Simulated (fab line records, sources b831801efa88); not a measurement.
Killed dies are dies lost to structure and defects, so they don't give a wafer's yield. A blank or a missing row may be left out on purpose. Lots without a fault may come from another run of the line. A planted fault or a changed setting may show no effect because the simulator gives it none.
A struck lot beside a sound one | flow sky130 | 14 steps out of a route of 708
Sound: wafers L655.1, L655.4, L655.6. Struck: wafers L663.2, L663.5, L663.6. The cause comes at the end.
At each step with rows: each side's tool, then ch and its chambers, then its first start. Under that, the readings that differ: sound wafers | struck wafers | difference of the means | sigmas: that difference in standard deviations of wafers without a fault.
alike: readings whose means differ by less than 2 such deviations, and words and numbers that are the same on both sides. not compared: withheld readings, readings that some wafer has no value for, bounds like >300 that may hide the same value, and numbers for which the record gives no deviation and whose values overlap.
The two part at a step that has a row with sigmas, a row that says differs or no value, or rows on one side only. Numbers that don't overlap but have no deviation are shown without sigmas and don't part them. A reading that every wafer of one side lacks parts them only if that side has two wafers or more.

first, 1 step without rows for these wafers: SKY_CAPM_DEVELOP_11 (develop time 60 s).
SKY_CAPM_OVL_MEAS_12:
  sound on overlay-01, day 40 05:28; struck on overlay-01, day 42 14:20
  alike: CAPM_OVL
SKY_CAPM_METAL_ETCH_13: etches TiN in Cl2/BCl3, stops on SiO2, target depth 220 nm, time 62.9 s.
  sound on rie_metal-04 ch 0,1, day 40 05:31; struck on rie_metal-01 ch 0,1, day 42 14:22
  alike: bias_w, drypump_motor_current_A, oes_product_au, throttle_valve_pct
  not compared: rf_hours_counter_h
SKY_CAPM_STRIP_14: strips in O2/N2.
  sound on plasma_asher-02 ch 0,1, day 40 05:35; struck on plasma_asher-03 ch 0,1, day 42 14:26
  reading                      | sound             | struck            | difference | sigmas
  strip_time_to_endpoint_s (s) | 12.53 12.54 12.55 | 12.65 12.69 12.68 | +0.13      | +3
  alike: drypump_motor_current_A, oes_product_au
  not compared: rf_hours_counter_h
then, 8 steps without rows for these wafers: SKY_CAPM_STRIP_15 (strips in post etch residue remover, time 1200 s); SKY_CAPM_CLEAN_16 (cleans in IPA, time 180 s); SKY_CAPM_CLEAN_17 (cleans in O3/DIW); SKY_METAL3_DEHYDRATE_05 (time 60 s); SKY_METAL3_HMDS_06 (prime time 60 s); SKY_METAL3_COAT_07 (resist thk 60 nm); SKY_METAL3_COAT_08 (resist thk 1140 nm); SKY_METAL3_SOFTBAKE_09 (time 90 s).
SKY_METAL3_EXPOSE_10: exposes mask MM3, target cd 300 nm.
  sound on krf_scanner-01 ch 0, day 40 18:31; struck on krf_scanner-02, day 43 03:14
  no value came back on the struck wafers for exposure_dose_mJ_cm2, focus_offset_nm (nm); on the sound wafers exposure_dose_mJ_cm2 reads 27.98 27.93 27.92
  alike: mask
then, 1 step without rows for these wafers: SKY_METAL3_PEB_11.

WHERE THEY PART
First at SKY_CAPM_STRIP_14; last, within this record, at SKY_METAL3_EXPOSE_10.

WHY: what the simulator had put in
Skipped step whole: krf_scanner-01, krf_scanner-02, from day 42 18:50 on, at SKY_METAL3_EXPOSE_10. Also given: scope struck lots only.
